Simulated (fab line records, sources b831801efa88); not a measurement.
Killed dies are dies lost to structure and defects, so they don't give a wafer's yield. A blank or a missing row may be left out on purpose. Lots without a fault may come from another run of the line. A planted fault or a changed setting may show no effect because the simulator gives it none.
fab line records | flow gf180mcu
record lots=15 wafers=45 last_day=34
route steps=602 shown CONTACT@290 M1@315 V1@335
lots that met no fault: from a run of the same line without faults
start_h: hours from the record's first day to the start of the lot's first wafer shown | wait_h: hours since the lot's step before | " the same as in the row above | L1.1+2: a row that stands for several wafers | - no value, or no start given | * or withheld: withheld | < > ~ a bound
route shown NAME@n: a module of which the file shows steps, and the number in the route of the first | usual: mean/standard deviation of fault-free wafers | same: alike in all rows | chamber/n: place in a boat | sites: the reading at each site | _std_site: their standard deviation | _edge_site: outer sites' mean less inner sites' | radius_mm: how far each site lies from the wafer's centre | mask NAME#n: copy n | behind: the tool/chamber that last shaped the wafer | hold: why the lot was held/for how many hours/how that ended | device: the transistor (n, p or np) that didn't switch | end of line: the same wafers' tests at the end of the route | a step without rows: its recipe alone | killed: dies lost to structure and defects at the first sort, not the wafer's yield | map: a wafer's dies, x killed, . not, _ none there
set.NAME: the setting as run; set.NAME@STEP: as run at that earlier step | model.NAME: the simulator's own value behind a step, which no gauge read
steps of the route over a sample of lots; a table a step, a row a wafer
services: from which hour (start_h, from the record's first day; less than 0 if before it) a tool's chamber was out of use, for how many hours, and why
## steps
# step GF_CONTACT_THK_MEAS_03
# recipe reads=SiO2_of_CONTACT_CVD_02
# usual CONTACT_CVD_02_THK=856/13
# columns lot.wafer tool chamber start_h wait_h CONTACT_CVD_02_THK[nm]
L309.3 film_metro-02 - 339.78 0.1 831
L309.4 " - " " 858
L309.5 " - " " 870
L310.2 film_metro-02 - 356.56 0.0 848
L310.3 " - " " 857
L310.4 " - " " 860
L312.1 film_metro-04 - 364.88 0.0 843
L312.3 " - " " 865
L312.5 " - " " 860
L311.2 film_metro-02 - 366.94 0.0 875
L311.4 " - " " 878
L311.6 " - " " 872
L316.2 film_metro-04 - 405.66 0.0 857
L316.3 " - " " 843
L316.6 " - " " 856
L318.3 film_metro-03 - 421.09 0.1 837
L318.4 " - " " 854
L318.5 " - " " 863
L319.2 film_metro-03 - 434.73 0.1 828
L319.5 " - " " 854
L319.6 " - " " 843
L325.2 film_metro-03 - 475.71 0.0 855
L325.4 " - " " 869
L325.5 " - " " 864
L326.4 film_metro-03 - 493.62 0.0 873
L326.5 " - " " 873
L326.6 " - " " 873
L327.1 film_metro-04 - 496.00 0.0 825
L327.2 " - " " 838
L327.3 " - " " 837
L328.2 film_metro-02 - 498.86 0.0 854
L328.4 " - " " 866
L328.5 " - " " 876
L329.2 film_metro-03 - 508.30 0.0 839
L329.3 " - " " 836
L329.4 " - " " 845
L330.1 film_metro-02 - 535.75 0.0 848
L330.2 " - " " 840
L330.6 " - " " 856
L331.1 film_metro-03 - 538.74 0.0 858
L331.2 " - " " 841
L331.4 " - " " 855
L332.1 film_metro-03 - 541.61 0.0 853
L332.2 " - " " 857
L332.3 " - " " 858
# step GF_M1_SPUTTER_00
# recipe material=Ti target_thk_nm=37.5 arriving_ion_energy_ev=80 substrate_temp_c=200 chamber_pressure_pa=2 power_w=4000 time_s=150
# usual throttle_valve_pct=30.5/1
# columns lot.wafer tool chamber start_h wait_h throttle_valve_pct
L309.3 pvd_sputter-04 - 363.71 0.1 29.9
L309.4 " - " " 32.2
L309.5 " - " " 30.1
L310.2 pvd_sputter-04 - 380.85 0.2 32.2
L310.3 " - " " 31.5
L310.4 " - " " 30.9
L312.1 pvd_sputter-02 - 389.11 0.2 30.9
L312.3 " - " " 31.0
L312.5 " - " " 30.9
L311.2 pvd_sputter-02 - 391.36 0.1 31.0
L311.4 " - " " 30.6
L311.6 " - " " 30.9
L316.2 pvd_sputter-04 - 431.65 0.1 32.2
L316.3 " - " " 29.8
L316.6 " - " " 32.1
L318.3 pvd_sputter-01 - 446.79 0.2 30.6
L318.4 " - " " 29.9
L318.5 " - " " 29.9
L319.2 pvd_sputter-02 - 460.85 0.1 30.9
L319.5 " - " " 31.1
L319.6 " - " " 27.8
L325.2 pvd_sputter-02 - 501.10 0.1 30.6
L325.4 " - " " 30.5
L325.5 " - " " 27.8
L326.4 pvd_sputter-01 - 518.72 0.1 30.4
L326.5 " - " " 30.6
L326.6 " - " " 29.8
L327.1 pvd_sputter-04 - 521.55 0.1 30.0
L327.2 " - " " 30.9
L327.3 " - " " 32.1
L328.2 pvd_sputter-01 - 524.21 0.1 30.6
L328.4 " - " " 29.8
L328.5 " - " " 30.6
L329.2 pvd_sputter-02 - 533.86 0.1 30.8
L329.3 " - " " 30.8
L329.4 " - " " 27.7
L330.1 pvd_sputter-04 - 560.46 0.2 30.1
L330.2 " - " " 31.2
L330.6 " - " " 32.1
L331.1 pvd_sputter-04 - 563.00 0.1 30.9
L331.2 " - " " 31.4
L331.4 " - " " 30.1
L332.1 pvd_sputter-01 - 565.95 0.1 29.7
L332.2 " - " " 30.6
L332.3 " - " " 29.8
# step GF_V1_CVD_00
# recipe material=SiO2 target_thk_nm=600 sigma_open_frac=0.3 temp_c=400 time_s=100 sih4_flow_sccm=60 pressure_mtorr=6
# usual pressure_mtorr=6.001/0.012 run_length_s=128.0/0.55 sih4_flow_sccm=59.95/0.19
# columns lot.wafer tool chamber start_h wait_h pressure_mtorr run_length_s sih4_flow_sccm
L309.3 hdpcvd-01 1 387.54 0.0 6.008 127.9 59.99
L309.4 " 0 " " 6.013 127.3 59.95
L309.5 " 1 " " 5.998 128.1 59.85
L310.2 hdpcvd-02 2 404.92 0.0 5.990 127.5 59.72
L310.3 " 0 " " 5.985 127.8 59.95
L310.4 " 2 " " 5.985 127.4 59.74
L312.1 hdpcvd-02 0 413.71 0.0 6.019 128.0 59.79
L312.3 " 1 " " 5.990 127.1 60.13
L312.5 " 1 " " 5.978 127.2 60.33
L311.2 hdpcvd-02 1 415.96 0.0 6.003 127.2 60.14
L311.4 " 2 " " 6.016 127.3 60.19
L311.6 " 1 " " 6.001 127.1 60.09
L316.2 hdpcvd-02 2 456.92 0.0 5.991 127.2 60.08
L316.3 " 0 " " 6.025 128.6 59.83
L316.6 " 0 " " 6.006 128.1 59.86
L318.3 hdpcvd-02 1 472.34 0.0 5.997 127.6 59.95
L318.4 " 1 " " 5.991 127.3 60.05
L318.5 " 2 " " 6.000 127.7 59.73
L319.2 hdpcvd-01 0 485.76 0.0 6.010 127.4 59.82
L319.5 " 2 " " 5.972 129.4 59.95
L319.6 " 0 " " 6.007 127.4 59.91
L325.2 hdpcvd-01 1 525.21 0.0 - - -
L325.4 " 0 " " - - -
L325.5 " 2 " " - - -
L326.4 hdpcvd-01 2 543.10 0.0 - - -
L326.5 " 1 " " - - -
L326.6 " 2 " " - - -
L327.1 hdpcvd-01 2 545.56 0.0 - - -
L327.2 " 1 " " - - -
L327.3 " 2 " " - - -
L328.2 hdpcvd-01 1 547.80 0.0 5.990 128.5 59.92
L328.4 " 2 " " 6.000 129.3 59.63
L328.5 " 2 " " 6.001 128.8 59.89
L329.2 hdpcvd-02 1 557.32 0.0 5.985 128.1 60.08
L329.3 " 0 " " 6.011 127.8 59.94
L329.4 " 1 " " 5.990 127.2 60.11
L330.1 hdpcvd-01 0 585.99 0.0 5.998 127.7 59.95
L330.2 " 2 " " 6.017 128.7 60.15
L330.6 " 2 " " 6.012 128.7 59.77
L331.1 hdpcvd-02 0 586.12 0.0 6.007 127.7 59.99
L331.2 " 2 " " 6.019 127.3 60.07
L331.4 " 1 " " 6.009 127.3 59.51
L332.1 hdpcvd-02 0 588.86 0.0 6.031 127.7 59.49
L332.2 " 1 " " 6.005 127.5 60.04
L332.3 " 2 " " 5.975 127.2 59.77
# step GF_V1_BOW_MEAS_05
# recipe mode=bow
# usual V1_BOW=85/7.2
# columns lot.wafer tool chamber start_h wait_h V1_BOW[um]
L309.3 film_metro-03 - 388.22 0.3 73
L309.4 " - " " 91
L309.5 " - " " 86
L310.2 film_metro-02 - 405.60 0.2 94
L310.3 " - " " 87
L310.4 " - " " 91
L312.1 film_metro-01 - 414.36 0.2 92
L312.3 " - " " 84
L312.5 " - " " 85
L311.2 film_metro-01 - 416.54 0.3 90
L311.4 " - " " 77
L311.6 " - " " 85
L316.2 film_metro-01 - 457.51 0.1 82
L316.3 " - " " 87
L316.6 " - " " 80
L318.3 film_metro-01 - 472.94 0.3 80
L318.4 " - " " 82
L318.5 " - " " 77
L319.2 film_metro-03 - 486.34 0.3 98
L319.5 " - " " 97
L319.6 " - " " 92
L325.2 film_metro-01 - 525.79 0.1 61
L325.4 " - " " 59
L325.5 " - " " 50
L326.4 film_metro-02 - 543.72 0.2 58
L326.5 " - " " 55
L326.6 " - " " 54
L327.1 film_metro-03 - 546.16 0.1 50
L327.2 " - " " 57
L327.3 " - " " 46
L328.2 film_metro-02 - 548.42 0.2 97
L328.4 " - " " 84
L328.5 " - " " 84
L329.2 film_metro-01 - 557.90 0.1 85
L329.3 " - " " 92
L329.4 " - " " 77
L330.1 film_metro-03 - 586.55 0.1 80
L330.2 " - " " 81
L330.6 " - " " 74
L331.1 film_metro-02 - 586.68 0.2 92
L331.2 " - " " 73
L331.4 " - " " 77
L332.1 film_metro-01 - 589.71 0.2 90
L332.2 " - " " 85
L332.3 " - " " 87
# step GF_V1_ETCH_17
# recipe chemistry=C4F8/O2/Ar mask_material=KrF target=SiO2 stop_on=TiN source_w=1500 bias_w=1200 pressure_mtorr=40 c4f8_flow_sccm=withheld O2_flow_sccm=6 Ar_flow_sccm=300 time_s=withheld target_depth_a=6300
# usual oes_product_au=0.856/0.0047
# columns lot.wafer tool chamber start_h wait_h oes_product_au
L309.3 rie_diel-03 1 - - 0.856
L309.4 " 3 " " 0.856
L309.5 " 1 " " 0.853
L310.2 rie_diel-03 0 - - 0.849
L310.3 " 3 " " 0.859
L310.4 " 2 " " 0.852
L312.1 rie_diel-01 2 - - 0.850
L312.3 " 1 " " 0.854
L312.5 " 1 " " 0.849
L311.2 rie_diel-01 2 - - 0.849
L311.4 " 1 " " 0.849
L311.6 " 1 " " 0.854
L316.2 rie_diel-03 3 - - 0.857
L316.3 " 0 " " 0.865
L316.6 " 2 " " 0.859
L318.3 rie_diel-03 0 - - 0.855
L318.4 " 1 " " 0.850
L318.5 " 0 " " 0.858
L319.2 rie_diel-01 0 - - 0.857
L319.5 " 1 " " 0.854
L319.6 " 2 " " 0.850
L325.2 rie_diel-03 1 - - 0.858
L325.4 " 0 " " 0.852
L325.5 " 1 " " 0.848
L326.4 rie_diel-02 1 - - 0.858
L326.5 " 2 " " 0.848
L326.6 " 1 " " 0.857
L327.1 rie_diel-03 0 - - 0.855
L327.2 " 3 " " 0.852
L327.3 " 2 " " 0.863
L328.2 rie_diel-03 3 - - 0.865
L328.4 " 0 " " 0.862
L328.5 " 1 " " 0.862
L329.2 rie_diel-01 3 - - 0.849
L329.3 " 0 " " 0.862
L329.4 " 2 " " 0.851
L330.1 rie_diel-02 0 - - 0.852
L330.2 " 3 " " 0.851
L330.6 " 1 " " 0.849
L331.1 rie_diel-03 3 - - 0.862
L331.2 " 2 " " 0.855
L331.4 " 0 " " 0.855
L332.1 rie_diel-03 3 - - 0.865
L332.2 " 1 " " 0.855
L332.3 " 0 " " 0.862
## services
# columns tool chamber start_h hours kind
rie_diel-01 3 348.93 6.5 repair
rie_diel-03 0 351.18 5.0 repair
pvd_sputter-04 - 352.52 1.4 repair
hdpcvd-01 - 355.60 0.8 pm
rie_diel-01 - 372.30 2.8 pm
rie_diel-01 1 387.31 4.7 repair
rie_diel-02 1 407.27 10.0 repair
hdpcvd-01 0 422.58 11.9 repair
rie_diel-03 2 432.39 1.5 repair
rie_diel-01 0 448.95 1.8 repair
hdpcvd-02 2 490.85 6.2 repair
pvd_sputter-01 - 492.64 5.8 repair
rie_diel-02 0 503.24 13.4 repair
pvd_sputter-04 - 510.34 4.3 repair
rie_diel-03 - 510.82 0.3 repair
hdpcvd-02 - 518.53 5.5 pm
hdpcvd-02 - 539.25 15.0 pm
hdpcvd-01 0 539.96 8.3 repair
pvd_sputter-02 - 557.98 23.9 repair
rie_diel-01 - 571.05 1.1 repair
pvd_sputter-01 - 571.10 2.4 repair
rie_diel-03 0 598.03 3.8 repair
pvd_sputter-04 - 598.99 1.2 repair
rie_diel-01 - 608.41 1.5 repair
## key
first_sign step=GF_V1_CVD_00 reading=tool_record direction=missing
effect step=GF_V1_BOW_MEAS_05 reading=V1_BOW direction=down sigmas=4.2 usual=85 struck=54
met_at GF_V1_CVD_00
struck_lots L325,L326,L327
later_rows_left_out L325.2,L325.4,L325.5,L326.4,L326.5,L326.6,L327.1,L327.2,L327.3
sort_left_out L325.2,L325.4,L325.5,L326.4,L326.5,L326.6,L327.1,L327.2,L327.3
not_acting_at GF_CONTACT_THK_MEAS_03,GF_M1_SPUTTER_00,GF_V1_ETCH_17
onset_between 485.76 525.21
fault kind=skipped_step_whole tool=hdpcvd-01 chamber=- onset_h=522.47 steps=GF_V1_CVD_00 scope=struck_lots_only
# sort_left_out: the simulated sort isn't trusted on such a fault, so these wafers' sort isn't shown, and their yield isn't known
# later_rows_left_out: the simulator's readings of these wafers behind a module that went badly wrong aren't trusted and aren't shown, but for the sort
